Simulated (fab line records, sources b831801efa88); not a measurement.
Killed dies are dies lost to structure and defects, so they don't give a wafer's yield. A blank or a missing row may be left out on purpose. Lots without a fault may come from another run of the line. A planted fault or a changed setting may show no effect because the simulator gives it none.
Problem report in the 8D (eight disciplines) form, filled by code | flow sky130 | the parts of the form that need people (team, actions taken, sign-off) are left out

1. THE PROBLEM
dose_ions_cm2 at SKY_LDD_N_IMPLANT_12 reads a mean of 2.857e+12 on 6 wafers of 2 lots; wafers without a fault read 5.001e+12 with a standard deviation of 5.6e+09. That is -99 or more standard deviations from the usual mean.
First seen on wafer L772.2, day 23 04:15, on implanter-01. The record holds 36 wafers of 12 lots with a number at this step. Rule for "out", or "out of limits": more than 4 standard deviations from the usual mean. The other wafers with a number count as sound.

2. WHAT IT IS AND WHAT IT IS NOT
question                    | is                                | is not
which readings at this step | dose_ions_cm2, faraday_current_uA | -
which lots                  | L772, L773                        | L758, L760, L762, L765, L767, L774, L778, L779, L780, L781
which wafers of those lots  | all that have a number            | -
read on which tools         | implanter-01                      | implanter-03, implanter-04
when                        | from day 23 04:15                 | up to then (15 sound wafers); but 15 sound wafers of L774, L778, L779, L780, L781 came after

3. SUSPECTS, AND WHAT RULES EACH OUT
Counting: a tool at a process step up to the reading stays a suspect if it ran every lot that is out and no sound lot after the first of them.
- implanter-01 at SKY_LDD_N_IMPLANT_12: kept. It ran every lot that is out, first L772 (day 23 04:15), and no sound lot after that; its last sound lot up to then is L767 (day 21 06:10). Its own readings are out on those wafers: dose_ions_cm2, faraday_current_uA.
Left after counting: implanter-01 at SKY_LDD_N_IMPLANT_12.

4. THE CAUSE (what the simulator had put in)
Process parameter drift: implanter-01, from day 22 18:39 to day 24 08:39, at SKY_LDD_N_IMPLANT_12. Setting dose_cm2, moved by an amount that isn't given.
Counting left only this tool.

5. THE CHAIN OF EFFECTS, in route order
Each row: a reading whose mean over the struck wafers that have a number lies more than 3 standard deviations from the usual. Only readings for which the record gives a usual standard deviation are gone through. hours: the time from each lot's start at the first step in this table that gives one to its start at this step, as a median over the lots. sigmas: the change in usual standard deviations.
hours | step                 | reading            | usual     | on struck wafers | change     | sigmas
0     | SKY_LDD_N_IMPLANT_12 | dose_ions_cm2      | 5.001e+12 | 2.857e+12        | -2.144e+12 | -99 or more
0     | SKY_LDD_N_IMPLANT_12 | faraday_current_uA | 28.2      | 16.2             | -12.0      | -20
The process steps in it:
- SKY_LDD_N_IMPLANT_12

6. WHAT WOULD HAVE CAUGHT IT SOONER
In this record the first reading out of limits was taken at day 23 04:15, 10 hours after the fault began at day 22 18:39.
